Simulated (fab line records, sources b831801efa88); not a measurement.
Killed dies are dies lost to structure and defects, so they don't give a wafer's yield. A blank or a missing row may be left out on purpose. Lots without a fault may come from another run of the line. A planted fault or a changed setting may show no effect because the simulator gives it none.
Which tool did it? | flow sky130 | 6 lots, 18 wafers sampled, at 2 steps of a route of 708

WHAT THE GAUGES READ, wafer by wafer
SKY_VIA2_THK_MEAS_01.
lot  | measured     | on            | VIA2_HDPCVD_THK (nm)
L122 | day 36 10:45 | film_metro-02 | 1164 1153 1167
L131 | day 39 08:08 | film_metro-04 | 1167 1177 1174
L135 | day 40 04:45 | film_metro-01 | 1175 1166 1179
L137 | day 41 00:13 | film_metro-04 | 1173 1159 1178
L139 | day 41 11:27 | film_metro-01 | 1171 1181 1176
L142 | day 42 04:07 | film_metro-04 | 1183 1193 1185

WHICH TOOL RAN EACH LOT (tool, then ch and the chambers of the sampled wafers, then the start)
lot  | SKY_VIA2_HDPCVD_00
L122 | hdpcvd-02 ch 0,2, day 36 10:37
L131 | hdpcvd-02 ch 1,2, day 39 08:00
L135 | hdpcvd-01 ch 0,1, day 40 04:37
L137 | hdpcvd-01 ch 0,1,2, day 41 00:05
L139 | hdpcvd-01 ch 0,1,2, day 41 11:19
L142 | hdpcvd-01 ch 0,1,2, day 42 04:02
- SKY_VIA2_HDPCVD_00: deposits SiO2, target thk 1180 nm, time 196.7 s.

THE ANSWER, worked out from the rows above alone
Rule: what is usual is taken from the lots themselves. Put in order of their means at a reading, lots are off if they are a third of the lots or fewer, leave a main group of 4 or more, and stand apart from it by a gap of 3 or more times the standard deviation of the main group's means; of several such gaps the widest counts. A main group whose means are all the same, to the digits that the tables above print for the reading, isn't used. A lot without any number at a reading at which 4 lots or more have one is off too. The other lots that the step has rows for count as sound.
No lot is off at any reading shown: from this, nothing can be told.

WHAT THE SIMULATOR HAD PUT IN
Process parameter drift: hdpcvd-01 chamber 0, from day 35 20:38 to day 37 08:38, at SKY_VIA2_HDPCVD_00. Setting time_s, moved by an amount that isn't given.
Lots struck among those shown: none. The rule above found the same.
